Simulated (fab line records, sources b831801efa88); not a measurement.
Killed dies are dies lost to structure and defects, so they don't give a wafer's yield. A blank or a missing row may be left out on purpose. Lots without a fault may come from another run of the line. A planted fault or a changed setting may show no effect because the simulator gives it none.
Chamber matching | flow sfq_line | SFQ_TRILAYER_I1_CMP_CMP_046 on cmp-02: 4 sister chambers
The step polishes SiO2. 4 wafers are shown with their chamber, then 8 later ones without.

WAFERS WITH THEIR CHAMBER
wafer  | chamber | motor_current_A (A)
L299.2 | 2       | 9.6
L299.4 | 3       | 10.9
L308.4 | 0       | 11.2
L309.1 | 1       | 11.4

WAFERS WITHOUT THEIR CHAMBER
wafer  | motor_current_A (A)
L309.4 | 10.6
L309.6 | 10.6
L310.3 | 10.5
L310.5 | 11.4
L310.6 | 11.5
L311.1 | 11.0
L311.2 | 11.7
L311.6 | 10.0

WHICH CHAMBER EACH WENT THROUGH
wafer  | from the rows above               | in truth
L309.4 | can't be placed: 3 or 0 or 1      | 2
L309.6 | can't be placed: 3 or 0 or 1      | 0
L310.3 | can't be placed: 3 or 0 or 1 or 2 | 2
L310.5 | can't be placed: 1 or 0 or 3      | 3
L310.6 | can't be placed: 1 or 0 or 3      | 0
L311.1 | can't be placed: 3 or 0 or 1      | 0
L311.2 | can't be placed: 1 or 0 or 3      | 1
L311.6 | can't be placed: 2 or 3           | 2
Placed correctly: 0 of 8. Can't be placed from these rows: 8 (the true chamber is among the candidates in 7). Placed wrongly: 0.
How it was worked out, from the rows above alone: a wafer's distance from a chamber is the root of the sum, over the readings, of the square of ((its reading less the chamber's mean) divided by the reading's scatter). The wafer belongs to the nearest chamber; if the next one is less than 2 further off, it can't be placed. A chamber's mean is the mean of its shown wafers. The scatter: with one shown wafer a chamber, the root of the mean of the squares of how far each hidden wafer lies from its nearest shown one.
